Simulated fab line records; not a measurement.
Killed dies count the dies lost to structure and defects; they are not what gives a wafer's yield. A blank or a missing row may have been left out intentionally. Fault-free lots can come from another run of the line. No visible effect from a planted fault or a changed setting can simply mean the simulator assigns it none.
Which tool was responsible?	flow gf180mcu	7 lots, 21 wafers sampled, at 3 steps of a route of 602

## WHAT EACH GAUGE READ, for each wafer
GF_NSD_CD_MEAS_07: the cd target is 400 nm.
lot	measured	on	cd-nm (nm)
L394	day 14 01:42	cd-sem-01	402.7 400.5 401.0
L396	day 14 14:39	cd-sem-02	400.4 398.2 398.4
L401	day 16 08:12	cd-sem-01	- - -
L403	day 16 22:54	cd-sem-01	- - -
L408	day 18 20:53	cd-sem-02	396.9 398.9 397.4
L412	day 20 05:06	cd-sem-01	401.5 399.6 402.0
L414	day 21 01:11	cd-sem-02	397.3 396.5 397.0

## WHICH TOOL RAN EACH LOT (tool, then ch and the chambers of the sampled wafers, then the start)
lot	GF_VT_IMPLANT_STRIP_42	GF_NSD_COAT_02
L394	plasma-asher-01 ch 0,1, day 8 03:26	litho-track-02 ch 0, day 13 15:15
L396	plasma-asher-01 ch 0, day 8 14:11	litho-track-01 ch 0, day 14 04:06
L401	plasma-asher-04 ch 0,1, day 10 00:53	litho-track-02, day 15 21:33
L403	plasma-asher-04 ch 0,1, day 10 12:02	litho-track-02, day 16 11:18
L408	plasma-asher-01 ch 0,1, day 12 00:28	litho-track-02 ch 0, day 18 08:54
L412	plasma-asher-04 ch 0,1, day 13 03:59	litho-track-01 ch 0, day 19 17:42
L414	plasma-asher-03 ch 0,1, day 13 20:44	litho-track-02 ch 0, day 20 12:45
- GF_VT_IMPLANT_STRIP_42: strips in O2/N2.
- GF_NSD_COAT_02: resist thk 1000 nm.

## THE ANSWER, worked out from the rows above alone
Rule: usual is defined by the lots themselves. The widest of any qualifying gaps counts: lots, ordered by their means at a reading, are off when they make up no more than a third of the lots, leave a main group of 4 or more, and stand apart from it by 3 or more times the standard deviation of that group's means. A main group is skipped when, at the precision printed for the reading in the tables above, its means are all equal. Also off: a lot with no number at a reading for which 4 or more lots have one. Where the step has rows for the other lots, those lots are counted as sound.
Off: L401, L403, at GF_NSD_CD_MEAS_07 (cd-nm). Without a number there: L401, L403. Main group: mean 399.2 nm, sd 1.8.
A tool fits if, at a process step before that reading, it ran every lot that is off, and no sound lot after the first of them. Gauges at GF_NSD_CD_MEAS_07: tried the same way as those tools. None of those tried fits.

## WHAT THE SIMULATOR HAD INSERTED
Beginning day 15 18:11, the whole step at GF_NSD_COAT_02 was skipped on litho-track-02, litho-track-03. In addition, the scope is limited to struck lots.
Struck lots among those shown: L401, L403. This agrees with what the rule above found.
